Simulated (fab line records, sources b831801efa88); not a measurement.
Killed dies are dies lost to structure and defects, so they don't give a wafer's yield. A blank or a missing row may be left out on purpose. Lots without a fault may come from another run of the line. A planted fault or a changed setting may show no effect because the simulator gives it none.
Which tool did it? | flow sky130 | 14 lots, 42 wafers sampled, at 5 steps of a route of 708

WHAT THE GAUGES READ, wafer by wafer
SKY_CAPM_THK_MEAS_01.
lot  | measured     | on            | CAPM_CVD_00_THK (nm)
L426 | day 36 10:38 | film_metro-02 | 15.49 15.66 15.65
L427 | day 37 07:06 | film_metro-02 | 15.54 15.55 15.49
L428 | day 37 10:47 | film_metro-02 | 15.65 15.70 16.08
L429 | day 38 02:02 | film_metro-04 | 15.21 15.70 15.66
L431 | day 38 05:03 | film_metro-02 | 15.44 15.52 15.86
L430 | day 38 09:28 | film_metro-03 | 15.40 15.44 15.67
L434 | day 39 07:19 | film_metro-04 | 15.31 15.49 15.56
L435 | day 39 21:28 | film_metro-04 | 15.41 15.55 15.51
L436 | day 40 08:02 | film_metro-02 | 15.48 15.61 15.54
L440 | day 41 16:22 | film_metro-02 | 15.39 15.99 15.66
L441 | day 42 04:01 | film_metro-03 | 15.12 15.21 15.42
L444 | day 43 02:50 | film_metro-03 | 15.52 15.58 15.93
L448 | day 43 14:46 | film_metro-03 | 15.38 15.30 15.62
L447 | day 43 17:29 | film_metro-03 | 15.56 15.74 15.73

SKY_METAL3_CD_MEAS_13: target cd 300 nm.
lot  | measured     | on        | cd_nm (nm)
L426 | day 38 14:50 | cd_sem-02 | 300.3 298.8 300.9
L427 | day 39 12:43 | cd_sem-01 | 297.5 298.4 299.4
L428 | day 39 13:45 | cd_sem-02 | 300.5 300.6 299.5
L429 | day 40 05:19 | cd_sem-02 | 300.5 299.5 298.9
L431 | day 40 08:12 | cd_sem-02 | 298.4 300.1 300.2
L430 | day 40 13:37 | cd_sem-01 | 301.8 300.2 300.1
L434 | day 41 10:09 | cd_sem-02 | 301.8 302.6 302.0
L435 | day 41 23:31 | cd_sem-02 | 371.9 369.9 370.6
L436 | day 42 09:25 | cd_sem-01 | 370.2 373.7 372.2
L440 | day 43 16:01 | cd_sem-02 | 301.4 301.2 301.8
L441 | day 44 03:21 | cd_sem-02 | 298.4 298.4 297.1
L444 | day 45 01:18 | cd_sem-01 | 302.0 301.6 301.5
L448 | day 45 12:11 | cd_sem-01 | 300.8 302.1 302.8
L447 | day 45 15:10 | cd_sem-02 | 300.4 300.0 300.4

SKY_METAL3_OVL_MEAS_14.
lot  | measured     | on         | METAL3_OVL (nm)
L426 | day 38 14:57 | overlay-01 | -2 3 -4
L427 | day 39 12:50 | overlay-01 | 2 0 8
L428 | day 39 13:52 | overlay-01 | 0 3 -9
L429 | day 40 05:25 | overlay-02 | 3 4 1
L431 | day 40 08:19 | overlay-02 | 11 6 9
L430 | day 40 13:42 | overlay-01 | 9 6 7
L434 | day 41 10:15 | overlay-02 | -2 2 9
L435 | day 41 23:38 | overlay-02 | -2 -1 0
L436 | day 42 09:31 | overlay-02 | 1 -5 -3
L440 | day 43 16:07 | overlay-01 | -1 0 6
L441 | day 44 03:28 | overlay-01 | 1 5 2
L444 | day 45 01:25 | overlay-01 | -5 -4 4
L448 | day 45 12:19 | overlay-01 | -9 -6 -2
L447 | day 45 15:14 | overlay-01 | 8 10 9

WHICH TOOL RAN EACH LOT (tool, then ch and the chambers of the sampled wafers, then the start)
lot  | SKY_VIA2_CVD_21               | SKY_METAL3_EXPOSE_10
L426 | cvd_w-01 ch 0,1, day 36 09:51 | krf_scanner-01 ch 0, day 38 02:20
L427 | cvd_w-01 ch 0,1, day 37 06:19 | krf_scanner-02 ch 0, day 39 00:03
L428 | cvd_w-02 ch 0,1, day 37 10:01 | krf_scanner-01 ch 0, day 39 01:42
L429 | cvd_w-01 ch 0,1, day 38 01:15 | krf_scanner-01 ch 0, day 39 16:49
L431 | cvd_w-02 ch 0,1, day 38 04:16 | krf_scanner-02 ch 0, day 39 19:59
L430 | cvd_w-02 ch 0,1, day 38 08:41 | krf_scanner-02 ch 0, day 40 01:17
L434 | cvd_w-02 ch 1, day 39 06:30   | krf_scanner-02 ch 0, day 40 21:44
L435 | cvd_w-02 ch 0,1, day 39 20:40 | krf_scanner-01 ch 0, day 41 11:46
L436 | cvd_w-02 ch 0,1, day 40 07:16 | krf_scanner-01 ch 0, day 41 21:23
L440 | cvd_w-02 ch 0,1, day 41 15:35 | krf_scanner-02 ch 0, day 43 04:44
L441 | cvd_w-01 ch 0,1, day 42 03:14 | krf_scanner-02 ch 0, day 43 15:52
L444 | cvd_w-01 ch 0,1, day 43 02:02 | krf_scanner-02 ch 0, day 44 14:18
L448 | cvd_w-02 ch 0,1, day 43 13:58 | krf_scanner-02 ch 0, day 45 01:15
L447 | cvd_w-01 ch 0,1, day 43 16:41 | krf_scanner-02 ch 0, day 45 04:38
- SKY_VIA2_CVD_21: deposits W, target thk 420 nm, time 126.4 s.
- SKY_METAL3_EXPOSE_10: exposes mask MM3, target cd 300 nm.

WHAT THE TOOLS THEMSELVES READ (means of the sampled wafers that have a number; where no wafer has one, the mark that the record gives instead)
SKY_VIA2_CVD_21.
lot  | tool     | heater_power_outer_w (W) | heater_power_w (W)
L426 | cvd_w-01 | 468                      | 745
L427 | cvd_w-01 | 469                      | 780
L428 | cvd_w-02 | 510                      | 814
L429 | cvd_w-01 | 469                      | 784
L431 | cvd_w-02 | 503                      | 790
L430 | cvd_w-02 | 502                      | 777
L434 | cvd_w-02 | 495                      | 797
L435 | cvd_w-02 | 493                      | 783
L436 | cvd_w-02 | 498                      | 781
L440 | cvd_w-02 | 491                      | 781
L441 | cvd_w-01 | 463                      | 742
L444 | cvd_w-01 | 462                      | 757
L448 | cvd_w-02 | 485                      | 766
L447 | cvd_w-01 | 475                      | 775

SKY_METAL3_EXPOSE_10.
lot  | tool           | exposure_dose_mJ_cm2 | stage_vel_mm_s (mm/s)
L426 | krf_scanner-01 | 27.932               | 500.32
L427 | krf_scanner-02 | 27.958               | 500.06
L428 | krf_scanner-01 | 27.964               | 500.05
L429 | krf_scanner-01 | 27.947               | 500.14
L431 | krf_scanner-02 | 27.928               | 500.10
L430 | krf_scanner-02 | 27.985               | 499.86
L434 | krf_scanner-02 | 27.978               | 499.87
L435 | krf_scanner-01 | 18.844               | 499.87
L436 | krf_scanner-01 | 18.892               | 499.93
L440 | krf_scanner-02 | 27.953               | 499.98
L441 | krf_scanner-02 | 27.950               | 500.38
L444 | krf_scanner-02 | 27.925               | 500.04
L448 | krf_scanner-02 | 27.965               | 500.15
L447 | krf_scanner-02 | 27.944               | 499.88

THE ANSWER, worked out from the rows above alone
Rule: what is usual is taken from the lots themselves. Put in order of their means at a reading, lots are off if they are a third of the lots or fewer, leave a main group of 4 or more, and stand apart from it by a gap of 3 or more times the standard deviation of the main group's means; of several such gaps the widest counts. A main group whose means are all the same, to the digits that the tables above print for the reading, isn't used. A lot without any number at a reading at which 4 lots or more have one is off too. The other lots that the step has rows for count as sound. The gauges are gone through in route order, then the tools' own readings, and for those a lot's mean is taken as printed above. The first step at which some lot is off is used, and at that step the reading that is off furthest; a lot without a number counts as furthest.
Off: L435, L436, at SKY_METAL3_CD_MEAS_13 (cd_nm). The main group: mean 300.3 nm, standard deviation 1.3.
A tool fits if, at a process step before that reading, it ran every lot that is off, and no sound lot after the first of them. The gauges at SKY_METAL3_CD_MEAS_13 aren't tried: what is off there is off at SKY_METAL3_EXPOSE_10 too, on other tools, and a gauge's error can't cause that. One fits: krf_scanner-01 at SKY_METAL3_EXPOSE_10. Its last sound lot is L429 (day 39 16:49), its first lot that is off L435 (day 41 11:46): a fault that began between those two fits.
The tool's own readings at SKY_METAL3_EXPOSE_10 bear it out: on the lots that are off they differ by more than 5 times the standard deviation of the sound lots' means. exposure_dose_mJ_cm2 reads 18.868 there against 27.952 on the sound lots.

WHAT THE SIMULATOR HAD PUT IN
Process parameter drift: krf_scanner-01, from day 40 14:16 on, at SKY_METAL3_EXPOSE_10. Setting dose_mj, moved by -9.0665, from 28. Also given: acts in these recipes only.
Lots struck among those shown: L435, L436. The rule above found the same.
